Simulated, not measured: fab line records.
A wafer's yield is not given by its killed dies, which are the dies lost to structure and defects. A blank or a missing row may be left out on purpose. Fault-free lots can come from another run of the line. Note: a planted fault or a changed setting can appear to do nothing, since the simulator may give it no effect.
Check for tools in common + flow gf180mcu + Sample size 13 lots and 39 wafers

== REASON IT WAS OPENED ==
GF_MVSD_TW_MEAS_11, reading MVSD_TW: flagged on 1 of 13 lots. Wafers without a fault read 1575, standard deviation 7.1.
Rule: a lot is flagged when every wafer of it that has a number lies more than 4 standard deviations from that mean, or none has a number. The other lots count as sound.

| lot  | measured     | on            | MVSD_TW, wafer by wafer | flag    |
|------|--------------|---------------|-------------------------|---------|
| L911 | day 4 11:34  | film metro-02 | 1574 1561 1569          |         |
| L912 | day 4 15:43  | film metro-01 | 1577 1574 1577          |         |
| L913 | day 5 02:57  | film metro-01 | 1583 1577 1587          |         |
| L915 | day 5 19:13  | film metro-02 | 1582 1575 1580          |         |
| L918 | day 6 07:28  | film metro-04 | 1583 1579 1579          |         |
| L917 | day 6 08:01  | film metro-04 | 1579 1581 1587          |         |
| L919 | day 6 13:43  | film metro-04 | 44 45 43                | FLAGGED |
| L927 | day 8 11:26  | film metro-01 | 1574 1573 1570          |         |
| L928 | day 8 15:58  | film metro-02 | 1581 1577 1579          |         |
| L930 | day 9 03:26  | film metro-01 | 1571 1574 1573          |         |
| L931 | day 9 08:01  | film metro-04 | 1559 1571 1573          |         |
| L932 | day 9 14:44  | film metro-04 | 1570 1567 1557          |         |
| L934 | day 10 01:41 | film metro-01 | 1569 1567 1564          |         |
Averaged over the flagged lots the numbers come to 44, -1531 from the usual (-99 or more standard deviations).

== EACH LOT AND THE TOOL IT RAN ON ==
Before the reading, the record contains 2 process steps out of a 602-step route. Read each cell as the tool, then ch plus the chambers that the sampled wafers visited, then the start.
| lot  | flag    | GF_LVPWELL_STRIP_10                 | GF_MVSD_STRIP_10                     |
|------|---------|-------------------------------------|--------------------------------------|
| L911 |         | plasma asher-01 ch 0,1, day 3 21:01 | plasma asher-01 ch 0,1, day 4 11:28  |
| L912 |         | plasma asher-02 ch 0,1, day 4 00:34 | plasma asher-01 ch 0,1, day 4 15:37  |
| L913 |         | plasma asher-04 ch 0,1, day 4 11:33 | plasma asher-03 ch 0,1, day 5 02:50  |
| L915 |         | plasma asher-04 ch 0,1, day 5 03:13 | plasma asher-01 ch 0,1, day 5 19:07  |
| L918 |         | plasma asher-01 ch 0,1, day 5 16:09 | plasma asher-02 ch 0,1, day 6 07:22  |
| L917 |         | plasma asher-02 ch 0, day 5 16:28   | plasma asher-02 ch 0, day 6 07:55    |
| L919 | FLAGGED | plasma asher-01 ch 1, day 5 22:16   | plasma asher-03 ch 0,1, day 6 13:37  |
| L927 |         | plasma asher-04 ch 0, day 7 18:09   | plasma asher-03 ch 0,1, day 8 11:20  |
| L928 |         | plasma asher-01 ch 0,1, day 7 22:33 | plasma asher-02 ch 0,1, day 8 15:52  |
| L930 |         | plasma asher-01 ch 0,1, day 8 10:02 | plasma asher-02 ch 0,1, day 9 03:21  |
| L931 |         | plasma asher-01 ch 0,1, day 8 14:34 | plasma asher-03 ch 0,1, day 9 07:55  |
| L932 |         | plasma asher-04 ch 0,1, day 8 21:15 | plasma asher-01 ch 0,1, day 9 14:39  |
| L934 |         | plasma asher-01 ch 0,1, day 9 07:35 | plasma asher-03 ch 0,1, day 10 01:36 |
What is done by these steps:
- GF_LVPWELL_STRIP_10: strips in O2/N2.
- GF_MVSD_STRIP_10: strips in O2/N2.
- GF_MVSD_TW_MEAS_11

== FLAGGED AGAINST TOTAL, ONE TOOL AT A TIME (gauges that did the reading follow at the end) ==
| step                | tool            | lots run | flagged | share of the flagged lots | sound lots run after its first flagged lot |
|---------------------|-----------------|----------|---------|---------------------------|--------------------------------------------|
| GF_LVPWELL_STRIP_10 | plasma asher-01 | 7        | 1       | all                       | 4 (L928,L930,L931,L934)                    |
| GF_LVPWELL_STRIP_10 | plasma asher-02 | 2        | 0       | none                      | -                                          |
| GF_LVPWELL_STRIP_10 | plasma asher-04 | 4        | 0       | none                      | -                                          |
| GF_MVSD_STRIP_10    | plasma asher-01 | 4        | 0       | none                      | -                                          |
| GF_MVSD_STRIP_10    | plasma asher-02 | 4        | 0       | none                      | -                                          |
| GF_MVSD_STRIP_10    | plasma asher-03 | 5        | 1       | all                       | 3 (L927,L931,L934)                         |
| GF_MVSD_TW_MEAS_11  | film metro-01   | 5        | 0       | none                      | -                                          |
| GF_MVSD_TW_MEAS_11  | film metro-02   | 3        | 0       | none                      | -                                          |
| GF_MVSD_TW_MEAS_11  | film metro-04   | 5        | 1       | all                       | 2 (L931,L932)                              |

== THE TABLE: WHAT IT ALLOWS ==
All flagged lots were run by 3 table rows, namely plasma asher-01 at GF_LVPWELL_STRIP_10, plasma asher-03 at GF_MVSD_STRIP_10, film metro-04 at GF_MVSD_TW_MEAS_11.
- plasma asher-01 at GF_LVPWELL_STRIP_10 ran 7 lots, 1 of them flagged. Lots that were sound ran on it after the first flagged one (L928, L930, L931, L934); a persistent fault on the entire tool would not allow that. Its own readings (oes product au) fall more than 4 standard deviations out on all wafers of the flagged lots.
- plasma asher-03 at GF_MVSD_STRIP_10 ran 5 lots, 1 of them flagged. Lots that were sound ran on it after the first flagged one (L927, L931, L934); a persistent fault on the entire tool would not allow that. Its own readings (strip time to endpoint s) fall more than 4 standard deviations out on all wafers of the flagged lots.
- film metro-04 at GF_MVSD_TW_MEAS_11 ran 5 lots, 1 of them flagged. Lots that were sound ran on it after the first flagged one (L931, L932); a persistent fault on the entire tool would not allow that.
No row of the table ran every flagged lot and no sound lot after the first.

== WHAT HAD BEEN PUT IN BY THE SIMULATOR ==
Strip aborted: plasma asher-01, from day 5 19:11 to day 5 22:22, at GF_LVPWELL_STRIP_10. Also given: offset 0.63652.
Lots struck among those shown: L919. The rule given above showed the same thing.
